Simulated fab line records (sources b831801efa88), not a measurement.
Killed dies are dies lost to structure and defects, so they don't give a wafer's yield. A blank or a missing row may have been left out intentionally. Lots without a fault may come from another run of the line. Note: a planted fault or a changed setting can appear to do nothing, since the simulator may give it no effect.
fab line records	flow sky130
[record] lots = 11	wafers = 33	last_day = 50
route steps=708 shown CAPM@540 VIA3@573 PAD_OPEN@708
lots untouched by any fault: they come from a run of this same line in which no faults occurred
start_h: the number of hours between the record's first day and the start of the first shown wafer of the lot	wait_h: how many hours have passed since the lot's step before this one	" the same as in the row above	L1.1+2: one row covering several wafers at once	- no value present, or no start provided	* or withheld: withheld	< > ~ a bound
route shown NAME@n: NAME is a module with steps in the file, n the number in the route of the first one	usual: mean/standard deviation taken from wafers without a fault	same: alike in all rows	chamber/n: place in a boat	sites: per-site readings	_std_site: their standard deviation	_edge_site: outer sites' mean less inner sites'	radius_mm: how far each site lies from the wafer's centre	mask NAME#n: copy n	behind: the most recent tool/chamber to have shaped the wafer	hold: why the lot was held/for how many hours/how that ended	device: whichever transistor did not switch (one of n, p or np)	end of line: tests of these same wafers at the route's end	where a step has no rows: the recipe by itself	killed: count of dies lost to structure and defects at first sort (not the wafer's yield)	map: shows each die of a wafer: x if killed, . if not, _ if none is there
set.NAME: the run value of the setting; set.NAME@STEP: its run value at that earlier step	model.NAME: the simulator's own value behind a step, which no gauge read
steps of the route over a sample of lots; a table a step, a row a wafer
services: a tool's chamber out of use, with start hour (start_h, from the record's first day; less than 0 if before it), hours out, and reason
[[steps]]
[step SKY_CAPM_RS_MEAS_03]
[recipe] thk_meas_gauge = four-point-probe	reads = TiN_of_CAPM_SPUTTER_02
[usual] CAPM_TIN_RS = 6.93/0.11
lot.wafer	tool	chamber	start_h	wait_h	CAPM_TIN_RS[ohm/sq]
L719.2	film_metro-02	-	858.15	0.1	6.88
L719.3	"	-	"	"	7.00
L719.6	"	-	"	"	6.95
L720.1	film_metro-03	-	868.71	0.1	6.94
L720.3	"	-	"	"	7.11
L720.6	"	-	"	"	6.85
L721.1	film_metro-01	-	875.74	0.1	7.02
L721.2	"	-	"	"	6.77
L721.4	"	-	"	"	6.82
L723.2	film_metro-02	-	893.66	0.1	6.82
L723.3	"	-	"	"	7.06
L723.6	"	-	"	"	6.73
L728.1	film_metro-02	-	947.29	0.1	6.98
L728.3	"	-	"	"	6.75
L728.6	"	-	"	"	6.75
L730.3	film_metro-02	-	953.03	0.1	6.90
L730.4	"	-	"	"	6.91
L730.6	"	-	"	"	7.02
L731.1	film_metro-01	-	953.12	0.1	7.01
L731.3	"	-	"	"	6.88
L731.6	"	-	"	"	7.02
L733.1	film_metro-01	-	967.32	0.1	7.05
L733.3	"	-	"	"	6.95
L733.6	"	-	"	"	6.88
L735.2	film_metro-03	-	976.95	0.1	7.05
L735.4	"	-	"	"	7.02
L735.6	"	-	"	"	6.80
L737.1	film_metro-01	-	991.29	0.1	6.78
L737.2	"	-	"	"	6.83
L737.6	"	-	"	"	6.85
L741.4	film_metro-01	-	1022.14	0.1	6.77
L741.5	"	-	"	"	6.72
L741.6	"	-	"	"	6.98
[step SKY_CAPM_THK_MEAS_04]
[recipe] thk_meas_gauge = xrf	reads = TiN_of_CAPM_SPUTTER_02
[usual] CAPM_TIN_THK = 199/3.3
lot.wafer	tool	chamber	start_h	wait_h	CAPM_TIN_THK[nm]
L719.2	film_metro-02	-	858.26	0.1	202
L719.3	"	-	"	"	197
L719.6	"	-	"	"	199
L720.1	film_metro-03	-	868.83	0.1	201
L720.3	"	-	"	"	195
L720.6	"	-	"	"	203
L721.1	film_metro-01	-	875.86	0.1	196
L721.2	"	-	"	"	204
L721.4	"	-	"	"	203
L723.2	film_metro-02	-	893.77	0.1	204
L723.3	"	-	"	"	195
L723.6	"	-	"	"	205
L728.1	film_metro-02	-	947.41	0.1	197
L728.3	"	-	"	"	203
L728.6	"	-	"	"	205
L730.3	film_metro-02	-	953.13	0.1	200
L730.4	"	-	"	"	200
L730.6	"	-	"	"	197
L731.1	film_metro-01	-	953.24	0.1	197
L731.3	"	-	"	"	200
L731.6	"	-	"	"	198
L733.1	film_metro-01	-	967.44	0.1	197
L733.3	"	-	"	"	200
L733.6	"	-	"	"	201
L735.2	film_metro-03	-	977.06	0.1	196
L735.4	"	-	"	"	197
L735.6	"	-	"	"	204
L737.1	film_metro-01	-	991.41	0.1	204
L737.2	"	-	"	"	203
L737.6	"	-	"	"	203
L741.4	film_metro-01	-	1022.23	0.1	204
L741.5	"	-	"	"	204
L741.6	"	-	"	"	197
[step SKY_VIA3_HDPCVD_00]
[recipe] material = SiO2	target_thk_nm = 1635	sigma_open_frac = 0.3	time_s = 272.5	temp_c = 400	sih4_flow_sccm = 60	pressure_mtorr = 6
[usual] sih4_flow_sccm = 60.00/0.19
lot.wafer	tool	chamber	start_h	wait_h	sih4_flow_sccm
L719.2	hdpcvd-02	1	912.70	0.0	59.94
L719.3	"	0	"	"	59.74
L719.6	"	1	"	"	60.08
L720.1	hdpcvd-02	1	922.21	0.0	59.75
L720.3	"	0	"	"	60.12
L720.6	"	0	"	"	59.97
L721.1	hdpcvd-01	1	929.40	0.0	59.95
L721.2	"	0	"	"	60.11
L721.4	"	1	"	"	59.76
L723.2	hdpcvd-02	0	946.79	0.0	59.96
L723.3	"	2	"	"	59.80
L723.6	"	1	"	"	59.87
L728.1	hdpcvd-01	0	997.28	0.0	47.84
L728.3	"	2	"	"	47.87
L728.6	"	1	"	"	48.03
L730.3	hdpcvd-01	1	1002.84	0.0	47.84
L730.4	"	2	"	"	48.23
L730.6	"	1	"	"	48.09
L731.1	hdpcvd-02	0	1003.37	0.0	59.97
L731.3	"	1	"	"	59.75
L731.6	"	1	"	"	59.97
L733.1	hdpcvd-02	2	1016.46	0.0	60.30
L733.3	"	0	"	"	60.12
L733.6	"	2	"	"	60.26
L735.2	hdpcvd-02	0	1025.71	0.0	59.86
L735.4	"	1	"	"	60.24
L735.6	"	2	"	"	59.85
L737.1	hdpcvd-02	0	1037.45	0.0	59.82
L737.2	"	1	"	"	59.85
L737.6	"	0	"	"	59.95
L741.4	hdpcvd-02	2	1067.63	0.1	59.95
L741.5	"	0	"	"	60.09
L741.6	"	1	"	"	59.61
[step SKY_VIA3_THK_MEAS_01]
[recipe] reads = SiO2_of_VIA3_HDPCVD_00
[usual] VIA3_HDPCVD_THK = 1635/17
lot.wafer	tool	chamber	start_h	wait_h	hold	VIA3_HDPCVD_THK[nm]
L719.2	film_metro-02	-	912.88	0.1	-	1634
L719.3	"	-	"	"	-	1637
L719.6	"	-	"	"	-	1626
L720.1	film_metro-02	-	922.37	0.1	-	1611
L720.3	"	-	"	"	-	1628
L720.6	"	-	"	"	-	1617
L721.1	film_metro-04	-	929.56	0.1	-	1647
L721.2	"	-	"	"	-	1607
L721.4	"	-	"	"	-	1641
L723.2	film_metro-03	-	946.97	0.1	-	1627
L723.3	"	-	"	"	-	1661
L723.6	"	-	"	"	-	1615
L728.1	film_metro-04	-	997.44	0.1	await_dispo/0.2h/release	1260
L728.3	"	-	"	"	await_dispo/0.2h/release	1300
L728.6	"	-	"	"	await_dispo/0.2h/release	1257
L728.1	film_metro-04	-	997.67	0.2	-	1261
L728.3	"	-	"	"	-	1299
L728.6	"	-	"	"	-	1258
L730.3	film_metro-03	-	1003.03	0.1	await_dispo/0.2h/release	1306
L730.4	"	-	"	"	await_dispo/0.2h/release	1322
L730.6	"	-	"	"	await_dispo/0.2h/release	1286
L730.3	film_metro-03	-	1003.25	0.2	-	1305
L730.4	"	-	"	"	-	1323
L730.6	"	-	"	"	-	1287
L731.1	film_metro-04	-	1003.54	0.1	-	1645
L731.3	"	-	"	"	-	1632
L731.6	"	-	"	"	-	1656
L733.1	film_metro-02	-	1016.62	0.1	-	1635
L733.3	"	-	"	"	-	1630
L733.6	"	-	"	"	-	1644
L735.2	film_metro-03	-	1025.89	0.1	-	1651
L735.4	"	-	"	"	-	1659
L735.6	"	-	"	"	-	1663
L737.1	film_metro-04	-	1037.62	0.1	-	1641
L737.2	"	-	"	"	-	1623
L737.6	"	-	"	"	-	1643
L741.4	film_metro-04	-	1067.75	0.0	-	1642
L741.5	"	-	"	"	-	1641
L741.6	"	-	"	"	-	1643
[step SKY_VIA3_ETCH_14]
[recipe] chemistry = N2/H2	target = BARC	ion_energy_ev = 200	source_w = 500	bias_w = 100	pressure_mtorr = 30	n2_flow_sccm = 100	h2_flow_sccm = 200	stop_on = SiO2	time_s = 45.9	target_depth_a = 600
[usual] drypump_motor_current_A = 5.8/0.43	oes_product_au = 0.854/0.0051	throttle_valve_pct = 13.225/0.0093
lot.wafer	tool	chamber	start_h	wait_h	drypump_motor_current_A	oes_product_au	rf_hours_counter_h	throttle_valve_pct
L719.2	rie_diel-04	0	938.18	0.0	5.3	0.855	14	13.231
L719.3	"	1	"	"	6.1	0.856	13	13.237
L719.6	"	2	"	"	5.6	0.851	-	13.229
L720.1	rie_diel-03	2	947.43	0.0	6.2	0.849	16	13.230
L720.3	"	1	"	"	6.6	0.858	21	13.225
L720.6	"	3	"	"	5.3	0.858	-	13.222
L721.1	rie_diel-01	3	954.98	0.0	5.0	0.863	9	13.228
L721.2	"	0	"	"	6.1	0.845	14	13.240
L721.4	"	1	"	"	6.2	0.855	18	13.223
L723.2	rie_diel-03	1	972.08	0.0	6.7	0.854	22	13.222
L723.3	"	2	"	"	6.2	0.859	17	13.232
L723.6	"	1	"	"	6.6	0.848	-	13.211
L728.1	rie_diel-01	1	1021.33	0.0	6.2	0.855	20	13.211
L728.3	"	2	"	"	5.8	0.848	19	13.232
L728.6	"	2	"	"	5.8	0.859	-	13.226
L730.3	rie_diel-01	1	1027.33	0.0	6.2	0.849	20	13.216
L730.4	"	0	"	"	6.1	0.861	16	13.233
L730.6	"	0	"	"	6.0	0.858	-	13.216
L731.1	rie_diel-04	3	1027.83	0.0	5.6	0.856	13	13.232
L731.3	"	2	"	"	5.6	0.863	17	13.216
L731.6	"	1	"	"	6.1	0.851	-	13.219
L733.1	rie_diel-04	1	1038.26	0.0	6.1	0.858	17	13.218
L733.3	"	3	"	"	5.5	0.857	13	13.216
L733.6	"	3	"	"	5.5	0.865	-	13.234
L735.2	rie_diel-03	1	1051.43	0.0	6.7	0.849	24	13.229
L735.4	"	2	"	"	6.2	0.849	19	13.215
L735.6	"	3	"	"	5.3	0.854	-	13.214
L737.1	rie_diel-03	1	1060.63	0.0	6.7	0.849	25	13.221
L737.2	"	3	"	"	5.3	0.850	27	13.208
L737.6	"	0	"	"	5.7	0.855	-	13.235
L741.4	rie_diel-01	2	1089.88	0.0	5.8	0.855	20	13.223
L741.5	"	3	"	"	5.1	0.849	-	13.224
L741.6	"	0	"	"	6.1	0.857	-	13.238
[step SKY_PAD_OPEN_PROBE_99]
[usual] defect_limited_yield = 82.0/1.9	killed_at_M0_to_M3 = 46/6.7	killed_at_M4_up = 3.3/2	killed_at_contacts = 24/5.4	killed_at_front_end = 15/4.3	killed_at_other = 0.4/0.64	killed_dies = 89/9.1	killed_on_rim = 17/3.7	killed_open = 48/7.2	killed_short = 40/6.3	sort_bin_3_pad_short = 0.9/0.42	sort_bin_5_function = 10.8/1.5	sort_bin_6_memory = 6.4/1.1	sort_n_pass = 403/9.1	sort_yield_pct = 82.0/1.9
[same] gross_dies = 492	killed_at_back_side = 0	sort_bin_4_leakage[%] = 0	sort_bin_8_speed[%] = 0
lot.wafer	tool	chamber	start_h	wait_h	defect_limited_yield[%]	killed_at_M0_to_M3	killed_at_M4_up	killed_at_contacts	killed_at_front_end	killed_at_other	killed_dies	killed_on_rim	killed_open	killed_short	sort_bin_3_pad_short[%]	sort_bin_5_function[%]	sort_bin_6_memory[%]	sort_n_pass	sort_yield_pct[%]
L719.2	prober-01	-	1086.28	0.1	81.1	55	1	21	15	1	93	21	52	41	1.0	12.0	5.9	399	81.1
L719.3	prober-01	-	1086.33	0.2	82.3	40	5	25	16	1	87	15	46	41	0.6	11.8	5.3	405	82.3
L719.6	prober-01	-	1086.48	0.2	80.1	51	2	22	23	0	98	14	51	46	1.2	11.0	7.7	394	80.1
L721.1	prober-01	-	1100.04	0.1	85.6	32	5	17	16	1	71	18	38	32	1.0	7.1	6.3	421	85.6
L721.2	prober-01	-	1100.09	0.1	82.9	40	1	22	20	1	84	15	45	38	0.6	11.6	4.9	408	82.9
L721.4	prober-01	-	1100.19	0.2	83.3	36	6	20	20	0	82	13	48	34	0.6	10.4	5.7	410	83.3
L723.2	prober-02	-	1113.14	0.1	82.3	44	2	27	13	1	87	21	42	44	1.2	10.0	6.5	405	82.3
L723.3	prober-02	-	1113.19	0.2	81.7	48	2	21	19	0	90	12	52	35	1.0	10.0	7.3	402	81.7
L723.6	prober-02	-	1113.34	0.2	80.1	50	1	30	17	0	98	19	54	44	1.2	12.6	6.1	394	80.1
L731.1	prober-02	-	1162.66	0.1	83.5	44	4	28	5	0	81	12	46	35	1.2	10.8	4.5	411	83.5
L731.3	prober-02	-	1162.76	0.2	82.1	49	2	27	10	0	88	13	55	33	0.4	10.8	6.7	404	82.1
L731.6	prober-02	-	1162.91	0.2	83.3	46	4	16	15	1	82	15	50	32	0.2	10.8	5.7	410	83.3
L735.2	prober-01	-	1180.35	0.1	80.7	43	7	25	20	0	95	21	50	45	0.2	12.6	6.5	397	80.7
L735.4	prober-01	-	1180.45	0.2	82.9	41	2	24	17	0	84	17	51	33	0.4	10.8	5.9	408	82.9
L735.6	prober-01	-	1180.55	0.2	83.5	41	5	23	12	0	81	15	38	43	0.6	10.8	5.1	411	83.5
L737.1	prober-01	-	1188.79	0.1	87.0	36	2	18	8	0	64	9	33	31	0.6	8.3	4.1	428	87.0
L737.2	prober-01	-	1188.84	0.1	81.3	44	3	27	18	0	92	16	50	42	0.2	11.8	6.7	400	81.3
L737.6	prober-01	-	1189.04	0.2	81.7	45	5	18	20	2	90	16	47	43	1.2	11.6	5.5	402	81.7
L741.4	prober-01	-	1209.46	0.2	82.7	51	0	20	14	0	85	10	49	36	0.8	10.4	6.1	407	82.7
L741.5	prober-01	-	1209.51	0.2	78.7	48	3	32	22	0	105	21	59	46	0.4	14.0	6.9	387	78.7
L741.6	prober-01	-	1209.56	0.2	83.5	39	2	26	13	1	81	15	36	45	1.2	9.8	5.5	411	83.5
// killed by level:class
L719.2 VIA2:geometric_particle:open=16 VIA1:geometric_particle:open=12 CONTACT:geometric_particle:short=9 VIA1:geometric_particle:short=9 CONTACT:geometric_particle:open=6 METAL1:geometric_particle:short=6 FIELD_ISO:geometric_particle:short=4 FIELD_ISO:geometric_particle:open=3
L719.3 VIA1:geometric_particle:open=12 CONTACT:geometric_particle:short=8 VIA2:geometric_particle:open=7 CONTACT:geometric_particle:open=6 FIELD_ISO:geometric_particle:short=5 LI_CONTACT:geometric_particle:open=5 LOCAL_INTERCONNECT:geometric_particle:short=4 VIA1:geometric_particle:short=4
L719.6 VIA1:geometric_particle:open=10 VIA1:geometric_particle:short=10 FIELD_ISO:geometric_particle:open=9 CONTACT:geometric_particle:open=9 METAL2:geometric_particle:short=8 VIA2:geometric_particle:open=8 LI_CONTACT:geometric_particle:open=6 POLY_GATE:geometric_particle:short=5
L721.1 VIA1:geometric_particle:open=8 FIELD_ISO:geometric_particle:short=7 LI_CONTACT:geometric_particle:open=7 POLY_GATE:geometric_particle:open=6 VIA2:geometric_particle:open=6 CONTACT:geometric_particle:open=5 METAL2:geometric_particle:short=4 METAL1:geometric_particle:short=4
L721.2 CONTACT:geometric_particle:open=9 VIA3:geometric_particle:open=9 VIA2:geometric_particle:open=8 FIELD_ISO:geometric_particle:short=6 POLY_GATE:geometric_particle:short=6 LI_CONTACT:geometric_particle:open=6 VIA1:geometric_particle:open=5 LOCAL_INTERCONNECT:geometric_particle:short=4
L721.4 VIA2:geometric_particle:open=8 LI_CONTACT:geometric_particle:open=7 VIA1:geometric_particle:open=7 VIA3:geometric_particle:open=7 CONTACT:geometric_particle:open=6 POLY_GATE:geometric_particle:short=5 METAL2:geometric_particle:short=5 FIELD_ISO:geometric_particle:short=4
L723.2 VIA1:geometric_particle:open=13 LI_CONTACT:geometric_particle:open=7 METAL2:geometric_particle:short=7 METAL1:geometric_particle:short=6 CONTACT:geometric_particle:short=6 CONTACT:geometric_particle:open=6 VIA3:geometric_particle:open=5 LI_CONTACT:geometric_particle:short=4
L723.3 VIA1:geometric_particle:open=14 CONTACT:geometric_particle:open=10 METAL2:geometric_particle:short=9 VIA3:geometric_particle:open=8 FIELD_ISO:geometric_particle:short=7 VIA2:geometric_particle:open=6 LI_CONTACT:geometric_particle:open=5 FIELD_ISO:geometric_particle:open=4
L723.6 LI_CONTACT:geometric_particle:open=10 VIA1:geometric_particle:open=9 CONTACT:geometric_particle:open=7 METAL2:geometric_particle:short=7 VIA3:geometric_particle:open=7 METAL1:geometric_particle:short=6 VIA1:geometric_particle:short=6 LOCAL_INTERCONNECT:geometric_particle:short=5
L731.1 VIA1:geometric_particle:open=11 CONTACT:geometric_particle:open=9 VIA3:geometric_particle:open=8 CONTACT:geometric_particle:short=7 METAL1:geometric_particle:short=7 VIA1:geometric_particle:short=6 VIA2:geometric_particle:open=6 LI_CONTACT:geometric_particle:short=5
L731.3 VIA1:geometric_particle:open=16 CONTACT:geometric_particle:open=12 LI_CONTACT:geometric_particle:open=8 METAL1:geometric_particle:short=6 VIA2:geometric_particle:open=6 VIA1:geometric_particle:short=5 CONTACT:geometric_particle:short=4 VIA2:geometric_particle:short=4
L731.6 VIA1:geometric_particle:open=13 VIA2:geometric_particle:open=9 VIA3:geometric_particle:open=8 SPACER:geometric_particle:open=5 POLY_GATE:geometric_particle:open=4 VIA1:geometric_particle:short=4 LOCAL_INTERCONNECT:geometric_particle:short=4 METAL2:geometric_particle:short=4
L735.2 VIA1:geometric_particle:open=9 VIA2:geometric_particle:open=7 LI_CONTACT:geometric_particle:open=7 FIELD_ISO:geometric_particle:open=6 LOCAL_INTERCONNECT:geometric_particle:short=6 VIA3:geometric_particle:open=6 CONTACT:geometric_particle:open=5 METAL1:geometric_particle:short=5
L735.4 VIA1:geometric_particle:open=8 VIA3:geometric_particle:open=7 FIELD_ISO:geometric_particle:open=6 LOCAL_INTERCONNECT:geometric_particle:open=6 VIA2:geometric_particle:open=6 LI_CONTACT:geometric_particle:open=5 LOCAL_INTERCONNECT:geometric_particle:short=5 METAL1:geometric_particle:short=5
L735.6 VIA1:geometric_particle:open=10 METAL2:geometric_particle:short=8 LI_CONTACT:geometric_particle:open=8 POLY_GATE:geometric_particle:short=7 CONTACT:geometric_particle:open=7 VIA1:geometric_particle:short=4 VIA3:geometric_particle:short=4 VIA3:geometric_particle:open=4
L737.1 VIA1:geometric_particle:open=11 CONTACT:geometric_particle:open=7 CONTACT:geometric_particle:short=6 METAL2:geometric_particle:short=6 METAL1:geometric_particle:short=5 VIA2:geometric_particle:open=4 FIELD_ISO:geometric_particle:short=3 LOCAL_INTERCONNECT:geometric_particle:short=3
L737.2 CONTACT:geometric_particle:open=11 VIA3:geometric_particle:open=6 LI_CONTACT:geometric_particle:open=6 VIA1:geometric_particle:open=6 METAL1:geometric_particle:short=5 VIA1:geometric_particle:short=5 VIA2:geometric_particle:open=5 VIA3:geometric_particle:short=5
L737.6 VIA1:geometric_particle:open=9 VIA2:geometric_particle:open=9 VIA1:geometric_particle:short=6 METAL2:geometric_particle:short=5 CONTACT:geometric_particle:open=5 CONTACT:geometric_particle:short=5 VIA3:geometric_particle:open=5 POLY_GATE:geometric_particle:short=4
L741.4 VIA1:geometric_particle:open=12 VIA3:geometric_particle:open=8 LI_CONTACT:geometric_particle:open=7 VIA2:geometric_particle:open=7 CONTACT:geometric_particle:short=6 CONTACT:geometric_particle:open=5 VIA1:geometric_particle:short=4 VIA2:geometric_particle:short=4
L741.5 VIA1:geometric_particle:open=17 CONTACT:geometric_particle:open=12 LI_CONTACT:geometric_particle:open=8 VIA3:geometric_particle:short=6 POLY_GATE:geometric_particle:open=6 POLY_GATE:geometric_particle:short=6 METAL1:geometric_particle:short=6 FIELD_ISO:geometric_particle:open=5
L741.6 CONTACT:geometric_particle:open=8 LI_CONTACT:geometric_particle:open=7 METAL1:geometric_particle:short=7 METAL2:geometric_particle:short=7 VIA1:geometric_particle:open=6 VIA3:geometric_particle:short=6 VIA2:geometric_particle:open=5 FIELD_ISO:geometric_particle:open=4
[[services]]
tool	chamber	start_h	hours	kind
rie_diel-03	0	912.96	3.5	repair
hdpcvd-02	-	922.62	1.3	repair
rie_diel-04	2	927.78	2.6	repair
rie_diel-04	-	936.95	0.4	repair
hdpcvd-02	2	949.02	4.4	repair
hdpcvd-01	-	950.25	15.0	pm
hdpcvd-01	0	950.25	15.0	vent_cycle
hdpcvd-01	1	950.25	15.0	vent_cycle
hdpcvd-01	2	950.25	15.0	vent_cycle
hdpcvd-01	0	965.25	-	clean
hdpcvd-01	1	965.25	-	clean
hdpcvd-01	2	965.25	-	clean
hdpcvd-02	-	965.25	6.0	pm
hdpcvd-02	0	975.30	4.6	repair
rie_diel-04	-	983.11	0.5	repair
rie_diel-04	0	990.20	7.2	repair
rie_diel-03	2	1031.12	2.1	repair
hdpcvd-01	1	1037.89	9.8	repair
rie_diel-01	-	1049.59	15.6	pm
[[key]]
[first_sign] step = SKY_VIA3_HDPCVD_00	reading = sih4_flow_sccm	direction = down	sigmas = 63	usual = 60.00	struck = 47.98
[effect] step = SKY_VIA3_THK_MEAS_01	reading = visit	direction = added
[effect] step = SKY_VIA3_THK_MEAS_01	reading = VIA3_HDPCVD_THK	direction = down	sigmas = 20	usual = 1635	struck = 1289
met_at SKY_VIA3_HDPCVD_00
struck_lots L728,L730
not_acting_at SKY_CAPM_RS_MEAS_03,SKY_CAPM_THK_MEAS_04,SKY_VIA3_ETCH_14
onset_between 929.40 997.28
[fault] kind = process_parameter_drift	tool = hdpcvd-01	chamber = -	onset_h = 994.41	steps = SKY_VIA3_HDPCVD_00	channel = sih4_flow_sccm	offset = -12	shape = step	end_h = 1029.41	acts_in = these_recipes_only	stated = 60
